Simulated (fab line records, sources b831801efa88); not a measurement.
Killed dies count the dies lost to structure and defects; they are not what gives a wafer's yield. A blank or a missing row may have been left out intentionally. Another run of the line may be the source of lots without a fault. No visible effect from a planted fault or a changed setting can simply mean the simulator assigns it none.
Struck lot and sound lot, side by side || flow gf180mcu || 15 steps out of a route of 602
Sound: these wafers, L660.1, L660.3, L660.6. Wafers L650.2, L650.3, L650.6 were the ones struck. Last of all comes the cause.
Order at every step that has rows: each side's tool, ch and its chambers, its first start. Under that, the readings that differ: sound wafers || struck wafers || difference of the means || sigmas: that difference in standard deviations of wafers without a fault.
alike: same words and numbers on both sides, and readings whose means sit less than 2 such deviations apart. not compared: any withheld reading, any reading some wafer has no value for, any bound like >300 that may hide the same value, and any number with overlapping values for which the record gives no deviation.
The two part at a step that has a row with sigmas, a row that says differs or no value, or rows on one side only. When numbers do not overlap yet have no deviation, they are printed without sigmas and do not part them. A reading that every wafer of one side lacks parts them only if that side has two wafers or more.

first, 5 steps without rows for these wafers: GF_M5_COAT_02 (resist thk 1000 nm); GF_M5_SOFTBAKE_03 (time 60 s); GF_M5_EXPOSE_04 (exposes mask Metal5, target cd 280 nm); GF_M5_PEB_05 (peb time 90 s); GF_M5_DEVELOP_06 (develop time 60 s).
GF_M5_CD_MEAS_07: target cd 280 nm.
  sound: cdSem-01 at day 30 23:59; struck: cdSem-02 at day 28 00:41
  alike: cdNm
GF_M5_OVL_MEAS_08:
  sound: overlay-01 at day 31 00:07; struck: overlay-01 at day 28 00:47
  alike: M5_OVL
GF_M5_ETCH_09: etches Si3N4 in CF4/O2, target depth 52 nm, time 11.6 s.
  sound on rieDiel-01 ch 0,3, day 31 00:08; struck on rieDiel-02 ch 1,2,3, day 28 00:49
  alike: O2_flow_sccm, drypumpMotorCurrentA, oesProductAu, throttleValvePct
  not compared: rfHoursCounterH
GF_M5_METAL_ETCH_10: etches the open film in Cl2/BCl3, stops on SiO2, target depth 750.8 nm, time 125.1 s.
  sound on rieMetal-01 ch 0,1, day 31 00:10; struck on rieMetal-02 ch 0,1, day 28 00:50
  alike: drypumpMotorCurrentA, mfcCl2Sccm, oesProductAu, throttleValvePct
  not compared: rfHoursCounterH
GF_M5_STRIP_11: strips in O2/N2.
  sound on plasmaAsher-03 ch 0,1, day 31 00:18; struck on plasmaAsher-04 ch 0, day 28 00:58
  alike: drypumpMotorCurrentA, heaterPowerW, oesProductAu, stripTimeToEndpointS
  not compared: rfHoursCounterH
then, 2 steps without rows for these wafers: GF_M5_STRIP_12 (strips in post etch residue remover, time 1200 s); GF_M5_CLEAN_13 (cleans in DIW).
GF_V5_CVD_00: deposits SiO2, target thk 300 nm, time 50 s.
  sound on hdpcvd-02 ch 1,2, day 31 00:50; struck on hdpcvd-02 ch 0,1, day 28 02:04
GF_V5_THK_MEAS_01:
  sound: filmMetro-03 at day 31 00:52; struck: filmMetro-03 at day 28 02:20
{"reading": "V5_CVD_00_THK (nm)", "sound": "293.5 297.3 291.9", "struck": "595.6 593.6 589.5", "difference": "+298.7", "sigmas": "+99 or more"}
then, 1 step without rows for these wafers: GF_PASSIVATION_PROBE_99.

## WHERE THEY PART
Only at GF_V5_THK_MEAS_01, as far as this record shows.

WHY: whatever the simulator had introduced
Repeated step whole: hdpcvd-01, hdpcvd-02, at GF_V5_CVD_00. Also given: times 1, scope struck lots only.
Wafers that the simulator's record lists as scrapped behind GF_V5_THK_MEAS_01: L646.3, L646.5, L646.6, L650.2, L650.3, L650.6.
